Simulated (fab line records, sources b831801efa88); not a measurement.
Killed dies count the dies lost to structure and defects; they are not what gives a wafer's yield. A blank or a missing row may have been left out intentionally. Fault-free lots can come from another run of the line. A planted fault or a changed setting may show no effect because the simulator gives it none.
Struck lot and sound lot, side by side || flow sky130 || 31 out of 708 route steps
Sound: these wafers, L646.1, L646.4, L646.5. Wafers struck: L651.2, L651.6. The cause comes at the end.
Each step with rows lists, per side, the tool, then ch with its chambers, then its first start. Under that, the readings that differ: sound wafers || struck wafers || difference of the means || sigmas: that difference in standard deviations of wafers without a fault.
alike: readings with means less than 2 such deviations apart, plus words and numbers identical on both sides. not compared: withheld readings, readings lacking a value on some wafer, bounds such as >300 that could conceal the same value, and numbers that have no deviation in the record and whose values overlap.
The two part at a step that has a row with sigmas, a row that says differs or no value, or rows on one side only. Non-overlapping numbers with no deviation appear without sigmas and do not part them. A reading that every wafer of one side lacks parts them only if that side has two wafers or more.

SKY_CONTACT_ETCH_18: etches Si3N4 in CHF3/O2, stops on TiN, time 39 s, target depth 75 nm.
  sound: rieDiel-01 ch 1,2,3; struck: rieDiel-03 ch 2,3
  alike: biasW, drypumpMotorCurrentA, oesProductAu, throttleValvePct
  not compared: rfHoursCounterH
then, 4 steps without rows for these wafers: SKY_CONTACT_STRIP_19 (strips in O2/N2); SKY_CONTACT_STRIP_20 (strips in post etch residue remover, time 1200 s); SKY_CONTACT_CLEAN_21 (cleans in IPA, time 180 s); SKY_CONTACT_CLEAN_22 (cleans in O3/DIW).
SKY_CONTACT_SPUTTER_23: material TiN, target thk 20 nm, time 80 s.
  struck on pvdSputter-04, day 34 07:22; sound on pvdSputter-03, day 34 02:10
  alike: throttleValvePct
then, 1 step without rows for these wafers: SKY_CONTACT_CVD_24 (deposits W, target thk 340 nm, time 102.12 s).
SKY_CONTACT_RS_MEAS_25: a four-point-probe measurement.
  struck on filmMetro-04, day 34 07:34; sound on filmMetro-04, day 34 02:21
  alike: CONTACT_W_RS
SKY_CONTACT_THK_MEAS_26: measures by xrf.
  struck on filmMetro-04, day 34 07:40; sound on filmMetro-04, day 34 02:28
  alike: CONTACT_W_THK
then, 3 steps without rows for these wafers: SKY_CONTACT_CMP_27 (polishes, stops on SiO2, t overpolish 15 s, target thk 0 nm); SKY_METAL1_SPUTTER_00 (material Ti, target thk 15 nm, time 10 s); SKY_METAL1_SPUTTER_01 (material TiN, target thk 20 nm, time 16.7 s).
SKY_METAL1_SPUTTER_02: material AlCu, target thk 250 nm, time 13.3 s.
  struck on pvdSputter-01, day 34 08:04; sound on pvdSputter-01, day 34 02:54
{"reading": "model.AlCu_of_METAL1_SPUTTER_02.thkNm (nm)", "sound": "248.2 247.6 247.2", "struck": "187.1 190.9", "difference": -58.7, "sigmas": ""}
  alike: throttleValvePct
then, 1 step without rows for these wafers: SKY_METAL1_SPUTTER_03 (material Ti, target thk 5 nm, time 3.3 s).
SKY_METAL1_SPUTTER_04: material TiN, target thk 70 nm, time 58.3 s.
  struck on pvdSputter-01, day 34 08:07; sound on pvdSputter-01, day 34 02:56
  alike: throttleValvePct
SKY_METAL1_RS_MEAS_05: a four-point-probe measurement.
  struck on filmMetro-03, day 34 08:28; sound on filmMetro-02, day 34 02:59
{"reading": "METAL1_ALCU_RS (ohm/sq)", "sound": "0.1275 0.1281 0.1279", "struck": "0.1716 0.1679", "difference": "+0.0419", "sigmas": "+26"}
  not compared: hold
SKY_METAL1_THK_MEAS_06: measures by xrf.
  struck on filmMetro-03, day 34 14:05; sound on filmMetro-02, day 34 03:07
{"reading": "METAL1_ALCU_THK (nm)", "sound": "244.9 244.1 244.6", "struck": "182.4 188.5", "difference": -59.1, "sigmas": -20}
  not compared: hold
then, 7 steps without rows for these wafers: SKY_METAL1_HMDS_08 (prime time 60 s); SKY_METAL1_COAT_09 (resist thk 60 nm); SKY_METAL1_COAT_10 (resist thk 450 nm); SKY_METAL1_SOFTBAKE_11 (time 90 s); SKY_METAL1_EXPOSE_12 (exposes mask MM1, target cd 140 nm); SKY_METAL1_PEB_13; SKY_METAL1_DEVELOP_14 (develop time 60 s).
SKY_METAL1_CD_MEAS_15: target cd 140 nm.
  struck on cdSem-01, day 35 11:31; sound on cdSem-01, day 35 05:39
  alike: cdNm
SKY_METAL1_OVL_MEAS_16:
  struck on overlay-01, day 35 11:37; sound on overlay-02, day 35 05:46
  alike: METAL1_OVL
SKY_METAL1_DESCUM_17: chemistry O2, time 8 s.
  sound on rieMetal-01 ch 0,1, day 35 05:48; struck on rieMetal-01 ch 0,1, day 35 11:39
  alike: drypumpMotorCurrentA, oesProductAu
  not compared: rfHoursCounterH
SKY_METAL1_ETCH_18: etches BARC in N2/H2, stops on SiO2, time 45.9 s, target depth 60 nm.
  sound on rieMetal-01 ch 0,1, day 35 05:50; struck on rieMetal-01 ch 0,1, day 35 11:41
  alike: biasW, drypumpMotorCurrentA, oesProductAu, throttleValvePct
  not compared: rfHoursCounterH
SKY_METAL1_METAL_ETCH_19: etches the open film in Cl2/BCl3, stops on SiO2, target depth 360 nm, time 78 s.
  sound on rieMetal-01 ch 0,1, day 35 05:54; struck on rieMetal-01 ch 0,1, day 35 11:45
{"reading": "oesProductAu (a.u.)", "sound": "0.852 0.847 0.852", "struck": "0.797 0.798", "difference": -0.053, "sigmas": -8}
  alike: biasW, drypumpMotorCurrentA, throttleValvePct
  not compared: rfHoursCounterH
then, 1 step without rows for these wafers: SKY_METAL1_STRIP_20 (strips in O2/N2).
-- the record jumps here: 13 days lie between the struck wafers' starts before and after (it left off in module METAL1 and takes up again in module PAD_OPEN, whose first step shown is number 708 of the route) --
SKY_PAD_OPEN_PROBE_99:
  struck on prober-02, day 48 11:39; sound on prober-01, day 48 06:57
{"reading": "model.etest.met1.lineOhmUm", "sound": "0.9261 0.9659 0.9398", "struck": "1.268 1.256", "difference": "+0.318", "sigmas": ""}
{"reading": "model.etest.met1.rsOhmSq", "sound": "0.1297 0.1305 0.1304", "struck": "0.1742 0.171", "difference": "+0.0424", "sigmas": ""}
  alike: defectLimitedYield, killed_at_M0_to_M3, killed_at_M4_up, killedAtContacts, killedAtFrontEnd, killedAtOther, killedDies, killedOpen, killedShort, sort_bin_3_pad_short, sort_bin_5_function, sort_bin_6_memory, sortNPass, sortYieldPct

## WHERE THEY PART
Last at SKY_METAL1_METAL_ETCH_19 as far as this record goes, first at SKY_METAL1_RS_MEAS_05. Later steps at which nothing parts them and some readings are alike: SKY_PAD_OPEN_PROBE_99.

WHY: whatever the simulator had introduced
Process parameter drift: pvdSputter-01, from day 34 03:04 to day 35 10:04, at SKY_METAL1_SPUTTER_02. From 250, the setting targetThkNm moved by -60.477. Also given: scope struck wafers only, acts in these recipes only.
